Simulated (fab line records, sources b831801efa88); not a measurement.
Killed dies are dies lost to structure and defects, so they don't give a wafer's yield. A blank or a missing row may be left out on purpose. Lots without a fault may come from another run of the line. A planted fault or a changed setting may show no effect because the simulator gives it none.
Chamber matching | flow gf180mcu | GF_V4_CVD_02 on pecvd-01: 3 sister chambers
The step deposits SiO2 from TEOS, target thk 850 nm, time 94.851 s. 3 wafers are shown with their chamber, then 7 later ones without.

WAFERS WITH THEIR CHAMBER
wafer  | chamber | heater_power_w (W)
L084.3 | 1       | 673
L084.4 | 2       | 595
L086.5 | 0       | 545

WAFERS WITHOUT THEIR CHAMBER
wafer  | heater_power_w (W)
L086.6 | 678
L093.3 | 654
L093.5 | 689
L093.6 | 741
L097.1 | 643
L097.2 | 610
L097.3 | 750

WHICH CHAMBER EACH WENT THROUGH
wafer  | from the rows above          | in truth
L086.6 | can't be placed: 1 or 2      | 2
L093.3 | can't be placed: 1 or 2      | 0
L093.5 | can't be placed: 1 or 2      | 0
L093.6 | can't be placed: 1 or 2      | 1
L097.1 | can't be placed: 1 or 2 or 0 | 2
L097.2 | can't be placed: 2 or 1 or 0 | 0
L097.3 | can't be placed: 1 or 2      | 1
Placed correctly: 0 of 7. Can't be placed from these rows: 7 (the true chamber is among the candidates in 5). Placed wrongly: 0.
How it was worked out, from the rows above alone: a wafer's distance from a chamber is the root of the sum, over the readings, of the square of ((its reading less the chamber's mean) divided by the reading's scatter). The wafer belongs to the nearest chamber; if the next one is less than 2 further off, it can't be placed. A chamber's mean is the mean of its shown wafers. The scatter: with one shown wafer a chamber, the root of the mean of the squares of how far each hidden wafer lies from its nearest shown one.
